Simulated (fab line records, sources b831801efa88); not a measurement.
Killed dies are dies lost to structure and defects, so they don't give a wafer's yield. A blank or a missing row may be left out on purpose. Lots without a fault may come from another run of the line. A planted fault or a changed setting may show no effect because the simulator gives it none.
A struck lot beside a sound one | flow sky130 | 17 steps out of a route of 708
Sound: wafers L962.2, L962.3, L962.4. Struck: wafers L967.3, L967.5, L967.6. The cause comes at the end.
At each step with rows: each side's tool, then ch and its chambers, then its first start. Under that, the readings that differ: sound wafers | struck wafers | difference of the means | sigmas: that difference in standard deviations of wafers without a fault.
alike: readings whose means differ by less than 2 such deviations, and words and numbers that are the same on both sides. not compared: withheld readings, readings that some wafer has no value for, bounds like >300 that may hide the same value, and numbers for which the record gives no deviation and whose values overlap.
The two part at a step that has a row with sigmas, a row that says differs or no value, or rows on one side only. Numbers that don't overlap but have no deviation are shown without sigmas and don't part them. A reading that every wafer of one side lacks parts them only if that side has two wafers or more.

SKY_VT_ADJUST_LVTN_OVL_MEAS_07:
  sound on overlay-01, day 7 19:54; struck on overlay-02, day 9 12:04
  alike: VT_ADJUST_LVTN_OVL
then, 1 step without rows for these wafers: SKY_VT_ADJUST_LVTN_IMPLANT_08.
SKY_VT_ADJUST_LVTN_STRIP_09: strips in O2/N2.
  sound on plasma_asher-04 ch 0,1, day 7 20:05; struck on plasma_asher-03 ch 0,1, day 9 12:16
  reading                     | sound       | struck      | difference | sigmas
  drypump_motor_current_A (A) | 5.0 5.3 5.0 | 6.0 6.0 5.9 | +0.9       | +3
  alike: chamber_pressure_mTorr, oes_product_au, strip_time_to_endpoint_s
  not compared: rf_hours_counter_h
SKY_VT_ADJUST_LVTN_TW_MEAS_10:
  sound on film_metro-03, day 7 20:11; struck on film_metro-03, day 9 12:21
  alike: VT_ADJUST_LVTN_TW
then, 7 steps without rows for these wafers: SKY_VT_ADJUST_LVTN_DEHYDRATE_11 (time 60 s); SKY_VT_ADJUST_LVTN_HMDS_12 (prime time 60 s); SKY_VT_ADJUST_LVTN_COAT_13 (resist thk 1140 nm); SKY_VT_ADJUST_LVTN_SOFTBAKE_14 (time 60 s); SKY_VT_ADJUST_LVTN_EXPOSE_15 (exposes mask HVN STD DERIVED, target cd 600 nm); SKY_VT_ADJUST_LVTN_PEB_16; SKY_VT_ADJUST_LVTN_DEVELOP_17 (develop time 60 s).
SKY_VT_ADJUST_LVTN_OVL_MEAS_18:
  sound on overlay-01, day 8 16:12; struck on overlay-01, day 10 10:20
  reading                    | sound       | struck       | difference | sigmas
  VT_ADJUST_LVTN_01_OVL (nm) | 4.6 6.6 4.8 | -2.6 0.2 1.3 | -5.7       | -3
SKY_VT_ADJUST_LVTN_IMPLANT_19:
  sound on implanter-03 ch 0, day 8 16:16; struck on implanter-04 ch 0, day 10 10:25
  reading                   | sound             | struck            | difference | sigmas
  implant_ion_amu           | 11 11 11          | 49 49 49          | +38        |
  model.implant.rp_nm (nm)  | 94.57 94.57 94.57 | 23.57 23.57 23.57 | -71.00     |
  model.implant.drp_nm (nm) | 42.97 42.97 42.97 | 12.97 12.97 12.97 | -30.00     |
  alike: beam_on_s, end_station_pressure_torr
SKY_VT_ADJUST_LVTN_STRIP_20: strips in O2/N2.
  sound on plasma_asher-01 ch 0,1, day 8 16:23; struck on plasma_asher-03 ch 0,1, day 10 10:33
  alike: chamber_pressure_mTorr, drypump_motor_current_A, oes_product_au, strip_time_to_endpoint_s
  not compared: rf_hours_counter_h
SKY_VT_ADJUST_LVTN_TW_MEAS_21:
  sound on film_metro-02, day 8 16:29; struck on film_metro-03, day 10 10:38
  reading             | sound             | struck            | difference | sigmas
  VT_ADJUST_LVTN_2_TW | 187.8 188.5 188.5 | 288.0 288.4 288.5 | +100.0     | +67
then, 1 step without rows for these wafers: SKY_VT_ADJUST_NCORE_DEHYDRATE_00 (time 60 s).
-- the record jumps here: 38 days lie between the struck wafers' starts before and after (it left off in module VT_ADJUST_NCORE and takes up again in module PAD_OPEN, whose first step shown is number 708 of the route) --
SKY_PAD_OPEN_PROBE_99:
  sound on prober-01, day 46 16:52; struck on prober-01, day 48 08:46
  reading                                    | sound                         | struck                       | difference | sigmas
  model.etest.pfet_16v.r_on_ohm_um           | 1.487e+04 1.496e+04 1.482e+04 | 1.518e+04 1.51e+04 1.509e+04 | +2.400e+02 |
  model.etest.res_pwell_under_gate.rs_ohm_sq | 2293 2299 2289                | 2323 2321 2333               | +32        |
  model.etest.tip_n_5v.rs_ohm_sq             | 1392 1393 1393                | 1362 1368 1376               | -24        |
  model.etest.nfet_g5v0d10v5.vt_long_v (V)   | 0.8115 0.8143 0.8009          | 0.8407 0.8599 0.8511         | +0.0417    |
  model.etest.nfet_16v.vt_v (V)              | 0.7699 0.7744 0.7589          | 0.7966 0.8147 0.8057         | +0.0379    |
  model.etest.nfet_g5v0d10v5.body_rise_v (V) | 0.6727 0.672 0.6609           | 0.6425 0.6517 0.6468         | -0.0215    |
  model.etest.nfet_16v.body_rise_v (V)       | 0.6693 0.6683 0.6571          | 0.6374 0.6487 0.6457         | -0.0210    |
  alike: killed_at_M0_to_M3, killed_at_M4_up, killed_at_contacts, killed_at_front_end, killed_at_other, killed_dies, killed_open, killed_short
  not compared: model.etest.pfet_16v.drive_ua_um

WHERE THEY PART
First at SKY_VT_ADJUST_LVTN_STRIP_09; last, within this record, at SKY_VT_ADJUST_LVTN_TW_MEAS_21. Later steps at which nothing parts them and some readings are alike: SKY_PAD_OPEN_PROBE_99.

WHY: what the simulator had put in
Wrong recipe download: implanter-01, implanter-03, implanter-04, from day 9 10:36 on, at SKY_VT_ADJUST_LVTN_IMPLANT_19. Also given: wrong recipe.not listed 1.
